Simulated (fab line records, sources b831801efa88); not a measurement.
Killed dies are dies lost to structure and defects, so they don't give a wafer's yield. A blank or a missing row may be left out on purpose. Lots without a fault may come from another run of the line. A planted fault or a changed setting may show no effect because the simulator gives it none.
Which tool did it? | flow sfq_line | 14 lots, 42 wafers sampled, at 1 step of a route of 325

WHAT THE GAUGES READ, wafer by wafer
The record holds no reading of a measuring or inspecting step that can be judged against a usual standard deviation.

WHICH TOOL RAN EACH LOT (tool, then ch and the chambers of the sampled wafers, then the start)
lot  | SFQ_TRILAYER_M4_ETCH_METAL_ETCH_096
L996 | rie_metal-01 ch 0,1, day 35 08:09
L997 | rie_metal-04 ch 0,1, day 35 16:33
L998 | rie_metal-02 ch 0,1, day 36 02:09
L100 | rie_metal-02 ch 0,1, day 37 08:06
L101 | rie_metal-04 ch 0,1, day 37 12:51
L102 | rie_metal-04 ch 0,1, day 37 20:03
L106 | rie_metal-04 ch 0,1, day 39 10:03
L111 | rie_metal-02 ch 0,1, day 40 17:08
L112 | rie_metal-02 ch 0, day 41 02:42
L115 | rie_metal-04 ch 0, day 42 04:00
L116 | rie_metal-02 ch 0, day 42 12:24
L117 | rie_metal-04 ch 0,1, day 42 14:42
L118 | rie_metal-01 ch 0,1, day 42 17:08
L119 | rie_metal-01 ch 1, day 43 00:26
- SFQ_TRILAYER_M4_ETCH_METAL_ETCH_096: etches Nb in Cl2/Ar, stops on SiO2, target depth 240 nm, time 120 s.

WHAT THE TOOLS THEMSELVES READ (means of the sampled wafers that have a number; where no wafer has one, the mark that the record gives instead)
SFQ_TRILAYER_M4_ETCH_METAL_ETCH_096. Usual: bias_w 79.98 W, standard deviation 0.25; chamber_pressure_mTorr 10.001 mTorr, standard deviation 0.0097; drypump_motor_current_A 5.97 A, standard deviation 0.27; he_backside_leak_sccm 3.6 sccm, standard deviation 0.36; oes_product_au 0.894 a.u., standard deviation 0.0074.
lot  | tool         | bias_w (W) | chamber_pressure_mTorr (mTorr) | drypump_motor_current_A (A) | he_backside_leak_sccm (sccm) | oes_product_au (a.u.) | flag
L996 | rie_metal-01 | 80.19      | 10.000                         | 6.25                        | 3.5                          | 0.896                 |
L997 | rie_metal-04 | 79.49      | 9.997                          | 6.01                        | 3.8                          | 0.886                 |
L998 | rie_metal-02 | 80.03      | 10.004                         | 5.69                        | 3.7                          | 0.889                 |
L100 | rie_metal-02 | 79.92      | 9.999                          | 5.71                        | 3.7                          | 0.885                 |
L101 | rie_metal-04 | -          | -                              | -                           | -                            | -                     | OFF
L102 | rie_metal-04 | -          | -                              | -                           | -                            | -                     | OFF
L106 | rie_metal-04 | 79.98      | 10.001                         | 5.98                        | 3.6                          | 0.894                 |
L111 | rie_metal-02 | 80.20      | 9.993                          | 5.69                        | 3.7                          | 0.900                 |
L112 | rie_metal-02 | 79.96      | 10.001                         | 5.58                        | 3.2                          | 0.895                 |
L115 | rie_metal-04 | 79.88      | 10.003                         | 5.84                        | 3.5                          | 0.896                 |
L116 | rie_metal-02 | 79.98      | 9.998                          | 5.53                        | 3.3                          | 0.897                 |
L117 | rie_metal-04 | 79.86      | 10.001                         | 5.93                        | 3.4                          | 0.901                 |
L118 | rie_metal-01 | 80.33      | 9.998                          | 6.26                        | 3.5                          | 0.899                 |
L119 | rie_metal-01 | 80.06      | 10.001                         | 6.32                        | 3.5                          | 0.893                 |

THE ANSWER, worked out from the rows above alone
Rule: a lot is off if the mean of its wafers that have a number lies more than 3 standard deviations from the usual mean. A lot without any number at a reading at which 4 lots or more have one is off too. The other lots that the step has rows for count as sound. The gauges are gone through in route order, then the tools' own readings, and for those a lot's mean is taken as printed above. The first step at which some lot is off is used, and at that step the reading that is off furthest; a lot without a number counts as furthest.
Off: L101, L102, at SFQ_TRILAYER_M4_ETCH_METAL_ETCH_096 (bias_w). Without a number there: L101, L102.
A tool fits if, at that step or a process step before it, it ran every lot that is off, and no sound lot after the first of them. None of those tried fits.

WHAT THE SIMULATOR HAD PUT IN
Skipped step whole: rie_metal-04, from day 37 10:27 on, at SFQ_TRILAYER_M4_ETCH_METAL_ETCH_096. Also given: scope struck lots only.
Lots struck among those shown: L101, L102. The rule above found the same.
